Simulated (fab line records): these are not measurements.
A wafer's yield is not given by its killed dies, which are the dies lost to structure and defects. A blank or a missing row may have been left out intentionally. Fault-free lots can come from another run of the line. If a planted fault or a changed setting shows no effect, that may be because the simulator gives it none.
Which tool is to blame? | flow gf180mcu | 14 lots with 42 wafers sampled at 2 steps, on a route of 602 steps

== WHAT EACH GAUGE READ, for each wafer ==
GF_TOP_METAL_RS_MEAS_05: uses a four-point probe to measure. Usual: TOP_METAL_ALCU_RS typically reads 0.0327 ohm/sq, with standard deviation 0.00046.
lot  | measured     | on           | TOP_METAL_ALCU_RS (ohm/sq) | flag
L218 | day 27 09:11 | filmMetro-01 | 0.0321 0.0318 0.0320       | 
L219 | day 27 21:32 | filmMetro-04 | 0.0322 0.0324 0.0326       | 
L221 | day 28 08:01 | filmMetro-01 | 0.0333 0.0321 0.0330       | 
L220 | day 28 10:30 | filmMetro-01 | 0.0323 0.0327 0.0325       | 
L222 | day 28 15:45 | filmMetro-01 | 0.0333 0.0330 0.0329       | 
L223 | day 29 02:49 | filmMetro-04 | 0.0332 0.0331 0.0331       | 
L224 | day 29 05:41 | filmMetro-04 | 0.0320 0.0323 0.0319       | 
L226 | day 29 23:39 | filmMetro-01 | 0.0327 0.0326 0.0325       | 
L227 | day 30 07:05 | filmMetro-01 | 0.0330 0.0332 0.0326       | 
L229 | day 30 20:34 | filmMetro-01 | 0.0323 0.0319 0.0320       | 
L230 | day 31 00:37 | filmMetro-04 | 0.0327 0.0329 0.0328       | 
L232 | day 31 18:46 | filmMetro-04 | 0.0334 0.0330 0.0328       | 
L238 | day 32 21:20 | filmMetro-03 | 0.0327 0.0330 0.0327       | 
L240 | day 33 19:04 | filmMetro-01 | 0.0335 0.0331 0.0327       | 

GF_TOP_METAL_CD_MEAS_14: the cd target is 440 nm. Usual: cdNm at 440.4 nm, with a standard deviation of 2.
lot  | measured     | on       | cdNm (nm)         | flag
L218 | day 28 05:35 | cdSem-01 | 440.5 439.8 439.7 | 
L219 | day 28 17:22 | cdSem-01 | 441.0 441.4 441.1 | 
L221 | day 29 03:42 | cdSem-01 | 440.6 441.5 438.2 | 
L220 | day 29 06:44 | cdSem-02 | 440.0 438.9 437.0 | 
L222 | day 29 11:34 | cdSem-02 | 440.5 441.8 440.8 | 
L223 | day 29 21:57 | cdSem-02 | 438.3 438.3 437.9 | 
L224 | day 30 00:20 | cdSem-01 | 440.0 439.2 440.2 | 
L226 | day 30 17:42 | cdSem-02 | 442.3 441.0 440.6 | 
L227 | day 31 01:02 | cdSem-02 | 439.7 442.9 442.9 | 
L229 | day 31 14:11 | cdSem-02 | 442.1 440.1 442.0 | 
L230 | day 31 17:51 | cdSem-02 | 441.4 440.3 440.1 | 
L232 | day 32 11:52 | cdSem-01 | 443.5 442.2 440.6 | 
L238 | day 33 13:25 | cdSem-02 | 437.5 441.1 439.3 | 
L240 | day 34 10:03 | cdSem-01 | 439.0 438.9 439.7 | 

== TOOL THAT RAN EACH LOT (tool first, then ch and the chambers of the sampled wafers, then the start) ==
The record holds no process step before these readings.

== WHAT THE TOOLS THEMSELVES READ (means of the sampled wafers that have a number; where no wafer has one, the mark that the record gives instead) ==
The record holds no such reading with a usual standard deviation.

== THE ANSWER, worked out from the rows above alone ==
Rule: a lot is off if the mean of its wafers that have a number lies more than 3 standard deviations from the usual mean. Also off: a lot with no number at a reading for which 4 or more lots have one. Any other lot the step has rows for is counted as sound. After the gauges, taken in route order, come the tools' own readings; for these a lot's mean is taken, as printed above. At the first step where some lot is off, the reading lying furthest off is the one used; lots without a number count as furthest.
No lot is off at any reading shown: from this, nothing can be told.

== WHAT THE SIMULATOR PUT IN ==
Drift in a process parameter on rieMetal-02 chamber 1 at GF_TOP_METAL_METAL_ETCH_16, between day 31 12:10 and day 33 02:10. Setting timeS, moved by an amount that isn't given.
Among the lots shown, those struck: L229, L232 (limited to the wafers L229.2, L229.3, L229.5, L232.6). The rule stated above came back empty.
